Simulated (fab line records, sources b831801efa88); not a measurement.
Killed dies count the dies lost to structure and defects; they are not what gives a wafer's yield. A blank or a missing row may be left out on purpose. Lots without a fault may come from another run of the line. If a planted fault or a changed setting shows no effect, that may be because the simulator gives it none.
Problem report, 8D (eight disciplines) form, completed by code + flow sky130 + the parts of the form that need people (team, actions taken, sign-off) are left out

1. WHAT IS WRONG
Wafers without a fault read 150.0 W, standard deviation 0.43; bias-w at SKY_PASSIVATION_ETCH_11 reads a mean of 165.8 W on 6 wafers belonging to 2 lots. Measured from the usual mean, that is +37 standard deviations.
The step: etches the open film in CF4/O2, stops on AlCu, target depth 725 nm, time 161.1 s.
The first sign was on wafer L632.1 at day 47 01:34, on rie-diel-01. Wafers with a number at this step in the record: 33, from 11 lots. By rule, "out" or "out of limits" means more than 4 standard deviations away from the usual mean. The other wafers with a number count as sound.

2. WHAT IT IS; WHAT IT IS NOT
| question                    | is                     | is not                                                                                 |
|-----------------------------|------------------------|----------------------------------------------------------------------------------------|
| which readings at this step | bias-w                 | cf4-flow-sccm, drypump-motor-current-A                                                 |
| which lots                  | L632, L633             | L623, L625, L626, L627, L631, L638, L640, L643, L645                                   |
| which wafers of those lots  | all that have a number | -                                                                                      |
| read on which tools         | rie-diel-01            | rie-diel-02, rie-diel-04                                                               |
| when                        | from day 47 01:34      | up to then (15 sound wafers); but 12 sound wafers of L638, L640, L643, L645 came after |

3. WHAT RULES OUT EACH SUSPECT
Counting: any tool at a process step up to the reading is kept as a suspect provided that every lot that is out went through it and no sound lot did after the first of them.
- rie-diel-01 at SKY_PASSIVATION_ETCH_11 (etches the open film in CF4/O2, stops on AlCu, target depth 725 nm, time 161.1 s): kept. Every lot that is out went through it, starting with L632 (day 47 01:34), and after that it ran no sound lot; the last sound lot it ran before then is L626 (day 45 07:41). Out on those wafers are its own readings of bias-w.
The count leaves rie-diel-01 at SKY_PASSIVATION_ETCH_11.

4. THE CAUSE (what the simulator had put in)
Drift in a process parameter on rie-diel-01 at SKY_PASSIVATION_ETCH_11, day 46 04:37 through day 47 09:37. The setting bias-w was moved by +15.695, starting from 150. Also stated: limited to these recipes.
After counting, this tool was the only one left.

5. THE CHAIN OF EFFECTS, in route order
One row per reading whose mean, taken over the struck wafers that have a number, lies over 3 standard deviations from the usual. Readings are gone through only where the record gives a usual standard deviation; hours: the median, over the lots, of the time from a lot's start at the first step in this table giving one to that lot's start at this step; sigmas: the change measured in usual standard deviations.
| hours | step                    | reading | usual   | on struck wafers | change | sigmas |
|-------|-------------------------|---------|---------|------------------|--------|--------|
| 0     | SKY_PASSIVATION_ETCH_11 | bias-w  | 150.0 W | 165.8            | +15.8  | +37    |
Its process steps:
- SKY_PASSIVATION_ETCH_11: etches the open film in CF4/O2, stops on AlCu, target depth 725 nm, time 161.1 s.

6. HOW IT WOULD HAVE BEEN CAUGHT EARLIER
The fault began at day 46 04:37; the first out-of-limits reading in this record came at day 47 01:34, 21 hours later.
